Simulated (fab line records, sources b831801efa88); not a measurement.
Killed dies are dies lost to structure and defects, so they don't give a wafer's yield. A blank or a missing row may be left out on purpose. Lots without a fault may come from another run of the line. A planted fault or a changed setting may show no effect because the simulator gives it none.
Which tool did it? | flow gf180mcu | 24 lots, 72 wafers sampled, at 5 steps of a route of 602

WHAT THE GAUGES READ, wafer by wafer
GF_M2_THK_MEAS_06: measures by xrf.
lot  | measured     | on            | M2_ALCU_THK (nm)
L074 | day 18 03:50 | film_metro-01 | 451 437 451
L075 | day 18 13:17 | film_metro-01 | 451 439 450
L076 | day 18 14:10 | film_metro-02 | 445 449 444
L077 | day 19 08:09 | film_metro-01 | 455 447 448
L078 | day 20 00:57 | film_metro-01 | 449 439 443
L079 | day 20 16:05 | film_metro-04 | 451 454 452
L080 | day 20 16:28 | film_metro-02 | 444 445 441
L083 | day 21 23:05 | film_metro-04 | 452 455 443
L081 | day 22 00:10 | film_metro-01 | 447 447 446
L082 | day 22 00:46 | film_metro-01 | 448 447 439
L084 | day 22 19:25 | film_metro-01 | 448 447 450
L085 | day 22 22:13 | film_metro-04 | 454 455 452
L086 | day 22 22:28 | film_metro-04 | 454 450 446
L088 | day 23 05:41 | film_metro-04 | 439 442 449
L087 | day 23 07:38 | film_metro-01 | 447 443 449
L091 | day 23 23:40 | film_metro-04 | 443 443 443
L089 | day 24 04:46 | film_metro-04 | 438 448 447
L090 | day 24 04:54 | film_metro-01 | 447 444 453
L092 | day 24 12:14 | film_metro-02 | 442 446 434
L093 | day 24 18:54 | film_metro-01 | 457 449 457
L094 | day 24 20:19 | film_metro-01 | 456 456 453
L095 | day 25 05:35 | film_metro-04 | 443 438 447
L096 | day 25 12:34 | film_metro-01 | 438 439 441
L097 | day 25 21:37 | film_metro-04 | 444 451 444

GF_V4_RS_MEAS_24: measures by four-point-probe.
lot  | measured     | on            | V4_W_RS (ohm/sq)
L074 | day 24 08:13 | film_metro-02 | 0.330 0.324 0.328
L075 | day 24 16:28 | film_metro-03 | 0.323 0.329 0.328
L076 | day 24 19:13 | film_metro-02 | 0.328 0.323 0.326
L077 | day 25 09:20 | film_metro-02 | 0.331 0.331 0.340
L078 | day 26 00:50 | film_metro-02 | 0.331 0.328 0.325
L079 | day 26 11:28 | film_metro-03 | 0.328 0.327 0.331
L080 | day 26 11:41 | film_metro-02 | 0.326 0.322 0.322
L083 | day 27 16:20 | film_metro-02 | 0.333 0.329 0.327
L081 | day 27 17:05 | film_metro-03 | 0.333 0.333 0.334
L082 | day 27 17:44 | film_metro-03 | 0.329 0.329 0.331
L084 | day 28 07:24 | film_metro-03 | 0.334 0.334 0.324
L085 | day 28 12:00 | film_metro-01 | 0.328 0.324 0.327
L086 | day 28 12:29 | film_metro-03 | 0.319 0.326 0.322
L088 | day 28 18:55 | film_metro-02 | 0.326 0.331 0.328
L087 | day 28 19:17 | film_metro-03 | 0.331 0.329 0.326
L091 | day 29 10:16 | film_metro-03 | 0.326 0.328 0.323
L089 | day 29 13:18 | film_metro-01 | 0.327 0.323 0.326
L090 | day 29 14:16 | film_metro-01 | 0.332 0.331 0.329
L092 | day 29 19:28 | film_metro-02 | 0.324 0.329 0.327
L093 | day 30 01:02 | film_metro-03 | 0.329 0.327 0.326
L094 | day 30 03:45 | film_metro-03 | 0.326 0.324 0.328
L095 | day 30 11:37 | film_metro-03 | 0.328 0.325 0.331
L096 | day 30 16:25 | film_metro-02 | 0.329 0.328 0.327
L097 | day 30 23:32 | film_metro-02 | 0.333 0.333 0.334

WHICH TOOL RAN EACH LOT (tool, then ch and the chambers of the sampled wafers, then the start)
lot  | GF_M3_SPUTTER_03             | GF_V3_ETCH_17                                 | GF_V4_ETCH_17
L074 | pvd_sputter-02, day 20 06:15 | rie_diel-02 ch 0,3, day 24 08:13 or earlier   | rie_diel-01 ch 0,1,2, day 24 08:13 or earlier
L075 | pvd_sputter-04, day 20 16:16 | rie_diel-04 ch 0,2,3, day 24 16:28 or earlier | rie_diel-01 ch 1,2,3, day 24 16:28 or earlier
L076 | pvd_sputter-04, day 20 17:49 | rie_diel-04 ch 1,3, day 24 19:13 or earlier   | rie_diel-04 ch 0,1,3, day 24 19:13 or earlier
L077 | pvd_sputter-01, day 21 10:41 | rie_diel-04 ch 1,2,3, day 25 09:20 or earlier | rie_diel-01 ch 2,3, day 25 09:20 or earlier
L078 | pvd_sputter-04, day 22 03:33 | rie_diel-04 ch 0,2, day 26 00:50 or earlier   | rie_diel-02 ch 1,2,3, day 26 00:50 or earlier
L079 | pvd_sputter-04, day 22 17:26 | rie_diel-04 ch 0,1,3, day 26 11:28 or earlier | rie_diel-01 ch 0,1,3, day 26 11:28 or earlier
L080 | pvd_sputter-04, day 22 18:23 | rie_diel-03 ch 1,2, day 26 11:41 or earlier   | rie_diel-04 ch 0,1,2, day 26 11:41 or earlier
L083 | pvd_sputter-04, day 23 23:45 | rie_diel-03 ch 0,2,3, day 27 16:20 or earlier | rie_diel-02 ch 1,2,3, day 27 16:20 or earlier
L081 | pvd_sputter-02, day 24 00:45 | rie_diel-02 ch 0,1,3, day 27 17:05 or earlier | rie_diel-01 ch 1,2,3, day 27 17:05 or earlier
L082 | pvd_sputter-04, day 24 01:37 | rie_diel-03 ch 0,3, day 27 17:44 or earlier   | rie_diel-04 ch 1,2,3, day 27 17:44 or earlier
L084 | pvd_sputter-02, day 24 18:22 | rie_diel-04 ch 0,2,3, day 28 07:24 or earlier | rie_diel-01 ch 0,3, day 28 07:24 or earlier
L085 | pvd_sputter-01, day 24 20:45 | rie_diel-03 ch 0,1, day 28 12:00 or earlier   | rie_diel-01 ch 1,3, day 28 12:00 or earlier
L086 | pvd_sputter-02, day 24 21:19 | rie_diel-02 ch 1,2, day 28 12:29 or earlier   | rie_diel-04 ch 0,1,2, day 28 12:29 or earlier
L088 | pvd_sputter-01, day 25 04:15 | rie_diel-02 ch 1,2,3, day 28 18:55 or earlier | rie_diel-04 ch 0,2, day 28 18:55 or earlier
L087 | pvd_sputter-01, day 25 05:55 | rie_diel-04 ch 2,3, day 28 19:17 or earlier   | rie_diel-01 ch 1,3, day 28 19:17 or earlier
L091 | pvd_sputter-01, day 25 21:36 | rie_diel-04 ch 0,1,3, day 29 10:16 or earlier | rie_diel-01 ch 0,1, day 29 10:16 or earlier
L089 | pvd_sputter-02, day 26 02:03 | rie_diel-02 ch 0,3, day 29 13:18 or earlier   | rie_diel-02 ch 0,1, day 29 13:18 or earlier
L090 | pvd_sputter-04, day 26 02:25 | rie_diel-04 ch 0,1,3, day 29 14:16 or earlier | rie_diel-02 ch 0,1, day 29 14:16 or earlier
L092 | pvd_sputter-02, day 26 08:38 | rie_diel-03 ch 1,2, day 29 19:28 or earlier   | rie_diel-04 ch 0,1,2, day 29 19:28 or earlier
L093 | pvd_sputter-01, day 26 15:49 | rie_diel-02 ch 1,3, day 30 01:02 or earlier   | rie_diel-02 ch 0,1,3, day 30 01:02 or earlier
L094 | pvd_sputter-01, day 26 16:59 | rie_diel-03 ch 1,2, day 30 03:45 or earlier   | rie_diel-04 ch 0,1, day 30 03:45 or earlier
L095 | pvd_sputter-01, day 27 01:49 | rie_diel-03 ch 0,3, day 30 11:37 or earlier   | rie_diel-02 ch 0,1,2, day 30 11:37 or earlier
L096 | pvd_sputter-04, day 27 07:12 | rie_diel-02 ch 1,2,3, day 30 16:25 or earlier | rie_diel-04 ch 0,1,3, day 30 16:25 or earlier
L097 | pvd_sputter-02, day 27 16:04 | rie_diel-04 ch 1,3, day 30 23:32 or earlier   | rie_diel-02 ch 0,1, day 30 23:32 or earlier
- GF_M3_SPUTTER_03: material Ti, target thk 10 nm, time 6.7 s.
- GF_V3_ETCH_17: etches SiO2 in C4F8/O2/Ar, stops on TiN, target depth 635 nm.
- GF_V4_ETCH_17: etches SiO2 in C4F8/O2/Ar, stops on TiN, target depth 630 nm.

WHAT THE TOOLS THEMSELVES READ (means of the sampled wafers that have a number; where no wafer has one, the mark that the record gives instead)
GF_M3_SPUTTER_03.
lot  | tool           | chamber_pressure_pa (Pa) | throttle_valve_pct (%)
L074 | pvd_sputter-02 | 0.2995                   | 28.7
L075 | pvd_sputter-04 | 0.3005                   | 29.6
L076 | pvd_sputter-04 | 0.2996                   | 29.3
L077 | pvd_sputter-01 | 0.2998                   | 31.5
L078 | pvd_sputter-04 | 0.3000                   | 29.5
L079 | pvd_sputter-04 | 0.2998                   | 29.6
L080 | pvd_sputter-04 | 0.3001                   | 29.4
L083 | pvd_sputter-04 | 0.3003                   | 29.6
L081 | pvd_sputter-02 | 0.2999                   | 28.5
L082 | pvd_sputter-04 | 0.2999                   | 29.1
L084 | pvd_sputter-02 | 0.3000                   | 30.0
L085 | pvd_sputter-01 | 0.2997                   | 31.1
L086 | pvd_sputter-02 | 0.3007                   | 30.3
L088 | pvd_sputter-01 | 0.2995                   | 30.9
L087 | pvd_sputter-01 | 0.2997                   | 30.4
L091 | pvd_sputter-01 | 0.2999                   | 30.2
L089 | pvd_sputter-02 | 0.3008                   | 29.6
L090 | pvd_sputter-04 | 0.2997                   | 29.5
L092 | pvd_sputter-02 | 0.2999                   | 30.4
L093 | pvd_sputter-01 | 0.3002                   | 30.7
L094 | pvd_sputter-01 | 0.2998                   | 31.3
L095 | pvd_sputter-01 | 0.2999                   | 31.3
L096 | pvd_sputter-04 | 0.2996                   | 29.4
L097 | pvd_sputter-02 | 0.3003                   | 29.9

GF_V3_ETCH_17.
lot  | tool        | oes_product_au (a.u.)
L074 | rie_diel-02 | 0.855
L075 | rie_diel-04 | 0.852
L076 | rie_diel-04 | 0.852
L077 | rie_diel-04 | 0.861
L078 | rie_diel-04 | 0.857
L079 | rie_diel-04 | 0.859
L080 | rie_diel-03 | 0.855
L083 | rie_diel-03 | 0.856
L081 | rie_diel-02 | 0.860
L082 | rie_diel-03 | 0.853
L084 | rie_diel-04 | 0.856
L085 | rie_diel-03 | 0.857
L086 | rie_diel-02 | 0.857
L088 | rie_diel-02 | 0.861
L087 | rie_diel-04 | 0.854
L091 | rie_diel-04 | 0.858
L089 | rie_diel-02 | 0.855
L090 | rie_diel-04 | 0.858
L092 | rie_diel-03 | 0.862
L093 | rie_diel-02 | 0.853
L094 | rie_diel-03 | 0.860
L095 | rie_diel-03 | 0.858
L096 | rie_diel-02 | 0.858
L097 | rie_diel-04 | 0.860

GF_V4_ETCH_17.
lot  | tool        | oes_product_au (a.u.)
L074 | rie_diel-01 | 0.855
L075 | rie_diel-01 | 0.856
L076 | rie_diel-04 | 0.854
L077 | rie_diel-01 | 0.854
L078 | rie_diel-02 | 0.855
L079 | rie_diel-01 | 0.854
L080 | rie_diel-04 | 0.857
L083 | rie_diel-02 | 0.857
L081 | rie_diel-01 | 0.854
L082 | rie_diel-04 | 0.855
L084 | rie_diel-01 | 0.858
L085 | rie_diel-01 | 0.859
L086 | rie_diel-04 | 0.853
L088 | rie_diel-04 | 0.856
L087 | rie_diel-01 | 0.860
L091 | rie_diel-01 | 0.858
L089 | rie_diel-02 | 0.861
L090 | rie_diel-02 | 0.856
L092 | rie_diel-04 | 0.859
L093 | rie_diel-02 | 0.856
L094 | rie_diel-04 | 0.859
L095 | rie_diel-02 | 0.854
L096 | rie_diel-04 | 0.857
L097 | rie_diel-02 | 0.861

THE ANSWER, worked out from the rows above alone
Rule: what is usual is taken from the lots themselves. Put in order of their means at a reading, lots are off if they are a third of the lots or fewer, leave a main group of 4 or more, and stand apart from it by a gap of 3 or more times the standard deviation of the main group's means; of several such gaps the widest counts. A main group whose means are all the same, to the digits that the tables above print for the reading, isn't used. A lot without any number at a reading at which 4 lots or more have one is off too. The other lots that the step has rows for count as sound. The gauges are gone through in route order, then the tools' own readings, and for those a lot's mean is taken as printed above. The first step at which some lot is off is used, and at that step the reading that is off furthest; a lot without a number counts as furthest.
No lot is off at any reading shown: from this, nothing can be told.

WHAT THE SIMULATOR HAD PUT IN
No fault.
